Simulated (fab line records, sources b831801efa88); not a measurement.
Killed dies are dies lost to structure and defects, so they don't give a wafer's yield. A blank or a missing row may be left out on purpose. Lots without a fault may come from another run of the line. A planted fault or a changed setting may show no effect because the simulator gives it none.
One fault seen from 2 desks | flow sky130 | each desk has only its own numbers; what lay behind them comes last

THE TOOL OWNER'S DESK: pecvd-01
The tool's own readings at SKY_CONTACT_CVD_00 (deposits Si3N4, target thk 75 nm): means of the sampled wafers that have a number, for each lot that ran on this tool. A lot is out of limits, marked OUT, if its mean lies more than 4 standard deviations from the usual mean; the brackets give that distance.
Columns: A = heater_power_outer_w at SKY_CONTACT_CVD_00, usual 401 W; B = heater_power_w at SKY_CONTACT_CVD_00, usual 677 W
lot  | first seen here | A   | B
L157 | day 31 09:30    | 455 | 737
L162 | day 33 06:56    | 419 | 699
L163 | day 33 16:23    | 413 | 682
L174 | day 36 21:12    | 429 | 728
L177 | day 37 14:50    | 446 | 740
This desk's finding: nothing out of limits on any of the 5 lots.

THE METROLOGY DESK
What the gauges read, lot by lot, whatever tool the lot ran on: means of the sampled wafers that have a number. A lot is out of limits, marked OUT, if its mean lies more than 4 standard deviations from the usual mean; the brackets give that distance.
Columns: A = LI_CONTACT_W_RS at SKY_LI_CONTACT_RS_MEAS_22, usual 0.281 ohm/sq; B = CONTACT_CVD_00_THK at SKY_CONTACT_THK_MEAS_01, usual 75.1 nm
lot  | first seen here | A     | B
L154 | day 28 21:32    | 0.281 | 75.1
L155 | day 29 12:01    | 0.281 | 75.5
L157 | day 30 04:17    | 0.272 | 75.1
L159 | day 31 02:20    | 0.279 | 75.4
L162 | day 32 02:08    | 0.287 | 102.7 (+33) OUT
L163 | day 32 12:15    | 0.280 | 104.5 (+35) OUT
L170 | day 34 08:28    | 0.274 | 75.1
L171 | day 34 15:47    | 0.282 | 75.8
L174 | day 35 17:23    | 0.286 | 74.9
L175 | day 35 19:11    | 0.283 | 75.6
L177 | day 36 11:37    | 0.286 | 75.4
This desk's finding: out of limits on L162, L163; first on L162, day 33 06:58 (CONTACT_CVD_00_THK at SKY_CONTACT_THK_MEAS_01). In limits: L154, L155, L157, L159, L170, L171, L174, L175, L177.

PUT TOGETHER
The metrology desk could have raised an alarm at day 33 06:58, on L162, L163.
The tool owner's desk saw nothing out of limits.
The tool owner's desk has L162, L163 on record, within its limits.
Of the lots named, all ran SKY_CONTACT_CVD_00 on pecvd-01.

WHAT THE SIMULATOR HAD PUT IN
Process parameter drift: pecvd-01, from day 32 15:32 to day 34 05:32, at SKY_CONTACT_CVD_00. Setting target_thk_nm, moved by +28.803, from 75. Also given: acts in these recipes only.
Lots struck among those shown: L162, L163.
Hours from the fault's start to each desk's first reading out of limits: the metrology desk, 15.
